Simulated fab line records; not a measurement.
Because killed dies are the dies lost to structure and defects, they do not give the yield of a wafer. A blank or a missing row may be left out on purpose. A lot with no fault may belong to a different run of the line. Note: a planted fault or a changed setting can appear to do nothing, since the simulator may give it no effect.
fab line records	flow sky130
record: lots: 12	wafers: 36	last_day: 50
route steps=708 shown LDD_HVN@274 SD_P@329 RES_XHIGH@340 SD_N@349 PAD_OPEN@708
lots untouched by any fault: they come from a run of this same line in which no faults occurred
start_h: start of the lot's first displayed wafer, in hours after the record's first day	wait_h: hours since the lot's step before	" the same as in the row above	L1.1+2: a single row standing in for several wafers	- no value, or no start was given	* or withheld: withheld	< > ~ a bound
route shown NAME@n: a module of which the file shows steps, and the number in the route of the first	usual: average and standard deviation across the fault-free wafers	same: alike in all rows	chamber/n: place in a boat	sites: each site's reading	_std_site: how widely they spread, as a standard deviation	_edge_site: outer sites' mean less inner sites'	radius_mm: for every site, how far away it sits from the centre of the wafer	mask NAME#n: copy n	behind: the most recent tool/chamber to have shaped the wafer	hold: what put the lot on hold/how long, in hours/how the hold closed	device: whichever transistor did not switch (one of n, p or np)	end of line: the same wafers' tests at the end of the route	where a step has no rows: the recipe by itself	killed: dies lost to structure and defects at the first sort, not the wafer's yield	map: shows each die of a wafer: x if killed, . if not, _ if none is there
set.NAME: the setting the step ran with; set.NAME@STEP: the setting that earlier step ran with	model.NAME: the simulator's own value behind a step, which no gauge read
route steps across a sampled set of lots; one table per step, one row per wafer
services: when a tool's chamber went out of use (start_h, in hours from the record's first day, below 0 if earlier), for how many hours, and the reason
== steps ==
step: SKY_LDD_HVN_OVL_MEAS_07
usual: LDD_HVN_OVL: 0.0/1.3
lot.wafer	tool	chamber	start_h	wait_h	LDD_HVN_OVL[nm]
L588.1	overlay-01	-	459.99	0.1	-1.1
L588.4	"	-	"	"	-0.5
L588.6	"	-	"	"	2.5
L589.3	overlay-02	-	460.90	0.1	0.1
L589.4	"	-	"	"	0.6
L589.5	"	-	"	"	-0.4
L590.4	overlay-01	-	462.82	0.1	0.8
L590.5	"	-	"	"	1.7
L590.6	"	-	"	"	1.5
L593.2	overlay-01	-	501.31	0.1	-1.7
L593.5	"	-	"	"	0.8
L593.6	"	-	"	"	0.3
L595.1	overlay-01	-	509.75	0.1	-0.8
L595.2	"	-	"	"	-0.9
L595.6	"	-	"	"	-0.6
L596.1	overlay-02	-	525.00	0.1	-2.7
L596.4	"	-	"	"	-0.6
L596.6	"	-	"	"	-0.1
L599.2	overlay-02	-	563.49	0.1	-1.2
L599.3	"	-	"	"	-1.8
L599.4	"	-	"	"	0.3
L600.1	overlay-02	-	617.35	0.1	0.2
L600.2	"	-	"	"	0.1
L600.5	"	-	"	"	-0.1
L602.1	overlay-02	-	624.15	0.1	0.2
L602.3	"	-	"	"	-0.6
L602.6	"	-	"	"	1.9
L606.1	overlay-01	-	633.30	0.1	-0.4
L606.2	"	-	"	"	-1.3
L606.3	"	-	"	"	-0.8
L607.1	overlay-01	-	635.19	0.1	-1.6
L607.3	"	-	"	"	-0.7
L607.6	"	-	"	"	-0.2
L611.4	overlay-01	-	662.32	0.1	0.0
L611.5	"	-	"	"	0.1
L611.6	"	-	"	"	-1.1
step: SKY_SD_P_IMPLANT_09
recipe: species: BF2	energy_kev: 20	dose_cm2: 3e+15	tilt_deg: 0
usual: beam_on_s: 14.2/1.2	tilt_deg: -0.003/0.022
same: implant_ion_amu: 49
lot.wafer	tool	chamber	start_h	wait_h	beam_on_s	tilt_deg
L588.1	implanter-03	0	583.01	0.0	12.9	-0.017
L588.4	"	0	"	"	13.1	-0.012
L588.6	"	0	"	"	13.2	0.006
L589.3	implanter-02	0	584.86	0.1	16.0	-0.026
L589.4	"	0	"	"	15.2	0.000
L589.5	"	0	"	"	15.6	-0.001
L590.4	implanter-01	0	586.72	0.1	13.6	0.027
L590.5	"	0	"	"	13.6	-0.007
L590.6	"	0	"	"	13.5	0.031
L593.2	implanter-03	0	622.93	0.0	13.1	-0.011
L593.5	"	0	"	"	13.2	-0.039
L593.6	"	0	"	"	13.2	-0.031
L595.1	implanter-03	0	631.99	0.0	13.0	-0.036
L595.2	"	0	"	"	12.8	-0.005
L595.6	"	0	"	"	13.3	-0.016
L596.1	implanter-01	0	647.99	0.0	13.3	0.002
L596.4	"	0	"	"	13.4	0.002
L596.6	"	0	"	"	14.0	-0.014
L599.2	implanter-01	0	681.53	0.0	13.6	-0.023
L599.3	"	0	"	"	14.0	0.000
L599.4	"	0	"	"	13.9	-0.035
L600.1	implanter-01	0	733.46	0.0	13.7	-0.006
L600.2	"	0	"	"	13.7	0.001
L600.5	"	0	"	"	13.5	0.022
L602.1	implanter-02	0	739.49	0.0	15.5	-0.049
L602.3	"	0	"	"	16.0	-0.023
L602.6	"	0	"	"	15.5	-0.027
L606.1	implanter-03	0	749.16	0.0	12.9	0.000
L606.2	"	0	"	"	12.8	-0.023
L606.3	"	0	"	"	12.6	0.001
L607.1	implanter-02	0	749.54	0.0	15.9	0.021
L607.3	"	0	"	"	15.8	0.053
L607.6	"	0	"	"	15.2	0.036
L611.4	implanter-03	0	775.07	0.1	13.0	0.005
L611.5	"	0	"	"	13.0	0.014
L611.6	"	0	"	"	13.3	-0.023
step: SKY_SD_P_STRIP_10
recipe: chemistry: O2/N2	power_w: 1400	pressure_mtorr: 1500	platen_temp_c: withheld	o2_flow_sccm: 3000	n2_flow_sccm: 300	overash_fraction: 0.5
usual: drypump_motor_current_A: 6.1/0.48	oes_product_au: 0.618/0.0043	strip_time_to_endpoint_s: 17.50/0.037
lot.wafer	tool	chamber	start_h	wait_h	drypump_motor_current_A	oes_product_au	rf_hours_counter_h	strip_time_to_endpoint_s
L588.1	plasma_asher-01	1	583.16	0.1	6.4	0.617	50	17.53
L588.4	"	1	"	"	6.4	0.616	-	17.55
L588.6	"	0	"	"	6.3	0.609	-	17.54
L589.3	plasma_asher-02	0	584.99	0.1	5.9	0.602	-	17.48
L589.4	"	1	"	"	6.2	0.617	-	17.51
L589.5	"	1	"	"	6.2	0.617	-	17.42
L590.4	plasma_asher-01	1	586.83	0.1	6.4	0.621	-	17.51
L590.5	"	0	"	"	6.3	0.625	-	17.51
L590.6	"	1	"	"	6.4	0.626	-	17.48
L593.2	plasma_asher-02	0	623.06	0.1	5.8	0.619	77	17.52
L593.5	"	1	"	"	6.2	0.618	-	17.49
L593.6	"	0	"	"	5.8	0.615	-	17.50
L595.1	plasma_asher-02	0	632.14	0.1	5.9	0.623	78	17.47
L595.2	"	1	"	"	6.2	0.618	78	17.55
L595.6	"	1	"	"	6.2	0.624	-	17.50
L596.1	plasma_asher-04	0	648.14	0.1	5.2	0.613	91	17.51
L596.4	"	0	"	"	5.2	0.622	-	17.49
L596.6	"	1	"	"	6.7	0.614	-	17.49
L599.2	plasma_asher-02	1	681.66	0.1	6.2	0.611	83	17.53
L599.3	"	0	"	"	5.8	0.619	-	17.51
L599.4	"	1	"	"	6.2	0.615	-	17.52
L600.1	plasma_asher-04	1	733.61	0.1	6.8	0.617	99	17.37
L600.2	"	0	"	"	5.2	0.621	99	17.41
L600.5	"	0	"	"	5.2	0.619	-	17.40
L602.1	plasma_asher-01	1	739.64	0.1	6.4	0.620	66	17.57
L602.3	"	0	"	"	6.3	0.619	-	17.56
L602.6	"	1	"	"	6.4	0.613	-	17.54
L606.1	plasma_asher-02	1	749.31	0.1	6.2	0.625	89	17.45
L606.2	"	0	"	"	5.8	0.622	89	17.42
L606.3	"	0	"	"	5.9	0.618	-	17.44
L607.1	plasma_asher-02	0	749.69	0.1	5.8	0.620	89	17.50
L607.3	"	0	"	"	5.8	0.614	-	17.56
L607.6	"	0	"	"	5.8	0.626	-	17.48
L611.4	plasma_asher-04	1	775.18	0.1	6.7	0.618	-	17.55
L611.5	"	0	"	"	5.2	0.624	-	17.52
L611.6	"	1	"	"	6.8	0.621	-	17.52
step: SKY_RES_XHIGH_STRIP_08
recipe: chemistry: O2/N2	power_w: 1400	pressure_mtorr: 1500	platen_temp_c: withheld	o2_flow_sccm: 3000	n2_flow_sccm: 300	overash_fraction: 0.5
usual: drypump_motor_current_A: 6.07/0.24	oes_product_au: 0.712/0.0046	strip_time_to_endpoint_s: 14.28/0.041
lot.wafer	tool	chamber	start_h	wait_h	drypump_motor_current_A	oes_product_au	rf_hours_counter_h	strip_time_to_endpoint_s
L588.1	plasma_asher-02	1	613.05	0.1	6.19	0.708	76	14.30
L588.4	"	1	"	"	6.18	0.707	-	14.27
L588.6	"	1	"	"	6.19	0.716	-	14.26
L589.3	plasma_asher-03	1	615.39	0.1	6.34	0.711	-	14.28
L589.4	"	0	"	"	5.66	0.712	-	14.33
L589.5	"	1	"	"	6.34	0.718	-	14.29
L590.4	plasma_asher-02	0	617.24	0.1	5.82	0.710	-	14.31
L590.5	"	0	"	"	5.85	0.710	-	14.29
L590.6	"	1	"	"	6.15	0.717	-	14.27
L593.2	plasma_asher-01	1	651.95	0.1	6.42	0.706	57	14.35
L593.5	"	1	"	"	6.43	0.713	-	14.32
L593.6	"	0	"	"	6.26	0.714	-	14.34
L595.1	plasma_asher-02	1	661.43	0.1	6.18	0.708	81	14.25
L595.2	"	0	"	"	5.87	0.705	81	14.23
L595.6	"	0	"	"	5.86	0.708	-	14.25
L596.1	plasma_asher-02	0	675.80	0.1	5.84	0.710	82	14.29
L596.4	"	1	"	"	6.17	0.716	-	14.26
L596.6	"	1	"	"	6.18	0.706	-	14.33
L599.2	plasma_asher-02	0	709.65	0.1	5.83	0.710	85	14.21
L599.3	"	0	"	"	5.84	0.706	-	14.25
L599.4	"	1	"	"	6.18	0.713	-	14.22
L600.1	plasma_asher-01	1	760.28	0.1	6.37	0.709	67	14.34
L600.2	"	0	"	"	6.23	0.716	67	14.32
L600.5	"	1	"	"	6.39	0.713	-	14.33
L602.1	plasma_asher-03	0	766.95	0.1	5.64	0.711	34	14.29
L602.3	"	0	"	"	5.64	0.719	-	14.25
L602.6	"	0	"	"	5.62	0.719	-	14.26
L606.1	plasma_asher-02	0	775.83	0.1	5.83	0.717	92	14.23
L606.2	"	1	"	"	6.15	0.710	92	14.19
L606.3	"	0	"	"	5.82	0.716	-	14.22
L607.1	plasma_asher-03	0	776.30	0.1	5.66	0.713	35	14.25
L607.3	"	0	"	"	5.66	0.713	-	14.27
L607.6	"	0	"	"	5.67	0.715	-	14.23
L611.4	plasma_asher-02	1	801.73	0.1	6.17	0.713	-	14.21
L611.5	"	0	"	"	5.85	0.709	-	14.25
L611.6	"	1	"	"	6.15	0.709	-	14.24
step: SKY_SD_N_CD_MEAS_07
recipe: target_cd_nm: 380
usual: cd_nm: 379.8/2.4
lot.wafer	tool	chamber	start_h	wait_h	cd_nm
L588.1	cd_sem-02	-	642.55	0.1	377.5
L588.4	"	-	"	"	376.7
L588.6	"	-	"	"	378.0
L589.3	cd_sem-01	-	645.02	0.1	381.5
L589.4	"	-	"	"	381.4
L589.5	"	-	"	"	382.5
L590.4	cd_sem-02	-	647.74	0.1	379.4
L590.5	"	-	"	"	379.4
L590.6	"	-	"	"	380.4
L593.2	cd_sem-01	-	679.80	0.1	374.7
L593.5	"	-	"	"	378.5
L593.6	"	-	"	"	376.1
L595.1	cd_sem-01	-	689.34	0.1	377.2
L595.2	"	-	"	"	378.8
L595.6	"	-	"	"	377.1
L596.1	cd_sem-01	-	703.67	0.3	378.4
L596.4	"	-	"	"	378.3
L596.6	"	-	"	"	379.5
L599.2	cd_sem-01	-	737.47	0.1	376.1
L599.3	"	-	"	"	376.2
L599.4	"	-	"	"	374.5
L600.1	cd_sem-01	-	786.78	0.1	380.0
L600.2	"	-	"	"	382.7
L600.5	"	-	"	"	378.6
L602.1	cd_sem-02	-	793.85	0.1	379.5
L602.3	"	-	"	"	379.2
L602.6	"	-	"	"	379.8
L606.1	cd_sem-02	-	802.59	0.1	382.8
L606.2	"	-	"	"	383.4
L606.3	"	-	"	"	381.8
L607.1	cd_sem-01	-	803.83	0.1	385.9
L607.3	"	-	"	"	382.3
L607.6	"	-	"	"	382.3
L611.4	cd_sem-02	-	828.86	0.1	380.4
L611.5	"	-	"	"	378.9
L611.6	"	-	"	"	379.9
step: SKY_PAD_OPEN_PROBE_99
usual: killed_at_M0_to_M3: 43/7.3	killed_at_M4_up: 3.4/1.7	killed_at_contacts: 24/4.5	killed_at_front_end: 16/4.4	killed_at_other: 0.2/0.51	killed_dies: 86/9.7	killed_open: 46/6.6	killed_short: 39/7.1
same: gross_dies: 492	killed_at_back_side: 0
lot.wafer	tool	chamber	start_h	wait_h	killed_at_M0_to_M3	killed_at_M4_up	killed_at_contacts	killed_at_front_end	killed_at_other	killed_dies	killed_open	killed_short
L596.1	prober-01	-	1167.05	0.1	42	4	28	9	0	83	39	44
L596.4	prober-01	-	1167.20	0.2	44	4	25	12	0	85	39	46
L596.6	prober-01	-	1167.30	0.2	43	3	33	18	0	97	51	45
killed by level:class
L596.1 VIA2:geometric_particle:open=9 CONTACT:geometric_particle:short=8 CONTACT:geometric_particle:open=8 VIA1:geometric_particle:open=7 METAL2:geometric_particle:short=6 METAL3:geometric_particle:short=6 LI_CONTACT:geometric_particle:open=5 POLY_GATE:geometric_particle:short=4
L596.4 LI_CONTACT:geometric_particle:open=8 CONTACT:geometric_particle:open=7 METAL2:geometric_particle:short=7 METAL1:geometric_particle:short=6 VIA2:geometric_particle:open=5 VIA3:geometric_particle:short=4 METAL2:geometric_particle:open=4 VIA1:geometric_particle:open=4
L596.6 VIA1:geometric_particle:open=11 CONTACT:geometric_particle:open=10 CONTACT:geometric_particle:short=8 VIA2:geometric_particle:open=8 LI_CONTACT:geometric_particle:open=6 POLY_GATE:geometric_particle:open=5 LOCAL_INTERCONNECT:geometric_particle:short=5 VIA1:geometric_particle:short=5
== services ==
tool	chamber	start_h	hours	kind
implanter-03	-	574.33	1.5	repair
implanter-03	-	594.88	1.8	repair
plasma_asher-02	-	596.10	1.3	repair
implanter-01	-	643.83	2.3	repair
implanter-03	-	660.89	2.9	repair
implanter-02	-	706.60	3.0	pm
implanter-03	-	706.76	17.1	repair
implanter-03	-	708.70	4.2	repair
implanter-01	-	731.04	2.2	pm
plasma_asher-04	-	733.75	9.0	pm
plasma_asher-04	0	733.75	9.0	vent_cycle
plasma_asher-04	1	733.75	9.0	vent_cycle
plasma_asher-04	0	742.75	-	clean
plasma_asher-04	1	742.75	-	clean
plasma_asher-01	-	750.55	6.6	repair
implanter-03	-	761.13	5.1	repair
plasma_asher-03	-	772.82	2.4	repair
plasma_asher-01	-	774.90	15.6	pm
== key ==
first_sign: step: SKY_SD_P_STRIP_10	reading: strip_time_to_endpoint_s	direction: down	sigmas: 2.8	usual: *	struck: *
effect none on later readings
met_at SKY_SD_P_IMPLANT_09
struck_lots L600
tester_left_out L600
not_acting_at SKY_LDD_HVN_OVL_MEAS_07,SKY_RES_XHIGH_STRIP_08,SKY_SD_N_CD_MEAS_07
onset_between 681.53 733.46
fault: kind: process_parameter_drift	tool: implanter-01	chamber: -	onset_h: 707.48	steps: SKY_SD_P_IMPLANT_09	channel: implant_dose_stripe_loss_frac	offset: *	shape: step	end_h: 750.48
tester_left_out: of these lots the tester's yield and bins aren't shown, on N5 and GAA mostly nor the transistor test; their killed dies are dies lost to structure and defects alone, not to doping, threshold or leakage, so they don't give the yield
